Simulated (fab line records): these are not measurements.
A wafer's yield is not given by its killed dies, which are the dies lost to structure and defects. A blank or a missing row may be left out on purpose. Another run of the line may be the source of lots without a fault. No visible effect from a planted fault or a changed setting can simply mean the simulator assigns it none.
Problem report, 8D (eight disciplines) form, completed by code | flow sfq-line | the parts of the form that need people (team, actions taken, sign-off) are left out

## 1. THE ISSUE
oes-product-au at SFQ_TRILAYER_M6_BARC_OPEN_METAL_ETCH_206 reads a mean of 0.762 a.u. on 2 wafers of 2 lots; wafers without a fault read 0.685 a.u. with a standard deviation of 0.0044. Measured from the usual mean, that is +17 standard deviations.
The step: etches BARC in O2, target depth 125 nm, time 41.7 s.
First seen on wafer L519.3, day 70 03:34, on rie-metal-02. At this step, 18 wafers from 6 lots have a number in the record. By rule, "out" or "out of limits" means more than 4 standard deviations away from the usual mean. The other wafers with a number count as sound.

## 2. WHAT IT IS, WHAT IT ISN'T
question                    | is                           | is not
which readings at this step | oes-product-au, run-length-s | drypump-motor-current-A
which lots                  | L519, L520                   | L518, L535, L538, L540
which wafers of those lots  | L519.3, L520.4               | L519.2, L519.5, L520.2, L520.6
read on which tools         | rie-metal-02                 | rie-metal-01
when                        | from day 70 03:34            | up to then (5 sound wafers); but 11 sound wafers of L520, L535, L538, L540 came after

## 3. WHAT RULES OUT EACH SUSPECT
Counting: a tool at a process step up to the reading stays a suspect if it ran every lot that is out. Sound lots after the first of them don't rule it out here, since some wafers of a struck lot are sound.
- rie-metal-02 at SFQ_TRILAYER_M6_BARC_OPEN_METAL_ETCH_206 (etches BARC in O2, target depth 125 nm, time 41.7 s): kept. It ran every lot that is out, first L519 (day 70 03:34); its last sound lot up to then is L518 (day 69 23:35). Out on those wafers are its own readings of oes-product-au, run-length-s.
Remaining after the count: rie-metal-02 at SFQ_TRILAYER_M6_BARC_OPEN_METAL_ETCH_206.

## 4. THE CAUSE (what the simulator had put in)
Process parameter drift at SFQ_TRILAYER_M6_BARC_OPEN_METAL_ETCH_206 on rie-metal-02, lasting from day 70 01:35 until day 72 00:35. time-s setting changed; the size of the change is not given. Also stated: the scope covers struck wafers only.
This tool alone remained once counting was done.

## 5. THE EFFECT CHAIN, in route order
Rows list readings where the struck wafers' mean (over those with a number) sits beyond 3 standard deviations from the usual. Readings are gone through only where the record gives a usual standard deviation; hours: the median, over the lots, of the time from a lot's start at the first step in this table giving one to that lot's start at this step; sigmas: the change measured in usual standard deviations.
hours | step                                     | reading        | usual      | on struck wafers | change | sigmas
0     | SFQ_TRILAYER_M6_BARC_OPEN_METAL_ETCH_206 | oes-product-au | 0.685 a.u. | 0.762            | +0.077 | +17
0     | SFQ_TRILAYER_M6_BARC_OPEN_METAL_ETCH_206 | run-length-s   | 70.2 s     | 64.4             | -5.8   | -13
Its process steps:
- SFQ_TRILAYER_M6_BARC_OPEN_METAL_ETCH_206: etches BARC in O2, target depth 125 nm, time 41.7 s.
Readings that are blank on the struck wafers while sound wafers have them: bias-w at SFQ_TRILAYER_M6_BARC_OPEN_METAL_ETCH_206.

## 6. HOW IT WOULD HAVE BEEN CAUGHT EARLIER
In this record no reading fell out of limits until day 70 03:34, 2 hours after the fault had begun at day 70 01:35.
